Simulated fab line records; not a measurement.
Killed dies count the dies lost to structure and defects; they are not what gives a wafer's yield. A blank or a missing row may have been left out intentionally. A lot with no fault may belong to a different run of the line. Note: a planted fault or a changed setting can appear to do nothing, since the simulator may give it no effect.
Chamber matching / flow sky130 / cmp-01 running SKY_VIA2_CMP_24: 4 sister chambers
The step polishes, stops on SiO2, t overpolish 20 s, target thk 0 nm. 4 wafers are shown with their chamber, then 8 later ones without.

WAFERS PAIRED WITH THEIR CHAMBERS
wafer=L641.6; chamber=3; motor current A (A)=11.1
wafer=L650.1; chamber=2; motor current A (A)=10.1
wafer=L650.4; chamber=1; motor current A (A)=11.3
wafer=L657.1; chamber=0; motor current A (A)=12.7

WAFERS MISSING THEIR CHAMBER
wafer=L657.2; motor current A (A)=10.9
wafer=L657.5; motor current A (A)=10.6
wafer=L658.4; motor current A (A)=11.1
wafer=L658.5; motor current A (A)=12.5
wafer=L658.6; motor current A (A)=10.9
wafer=L660.2; motor current A (A)=11.3
wafer=L660.3; motor current A (A)=12.3
wafer=L660.4; motor current A (A)=10.8

THE CHAMBER EACH PASSED THROUGH
wafer=L657.2; from the rows above=can't be placed: 3 or 1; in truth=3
wafer=L657.5; from the rows above=can't be placed: 2 or 3 or 1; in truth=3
wafer=L658.4; from the rows above=can't be placed: 3 or 1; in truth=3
wafer=L658.5; from the rows above=0; in truth=0
wafer=L658.6; from the rows above=can't be placed: 3 or 1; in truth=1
wafer=L660.2; from the rows above=can't be placed: 1 or 3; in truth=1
wafer=L660.3; from the rows above=0; in truth=0
wafer=L660.4; from the rows above=can't be placed: 3 or 1 or 2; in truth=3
2 of 8 placed correctly. From these rows, 6 cannot be placed; in 6 the true chamber is one of the candidates. Placed wrongly: 0.
How it was worked out, from the rows above alone: a wafer's distance from a chamber is the root of the sum, over the readings, of the square of ((its reading less the chamber's mean) divided by the reading's scatter). The wafer belongs to the nearest chamber; if the next one is less than 2 further off, it can't be placed. Each chamber's mean is taken over the wafers shown for it. The scatter: with one shown wafer a chamber, the root of the mean of the squares of how far each hidden wafer lies from its nearest shown one.
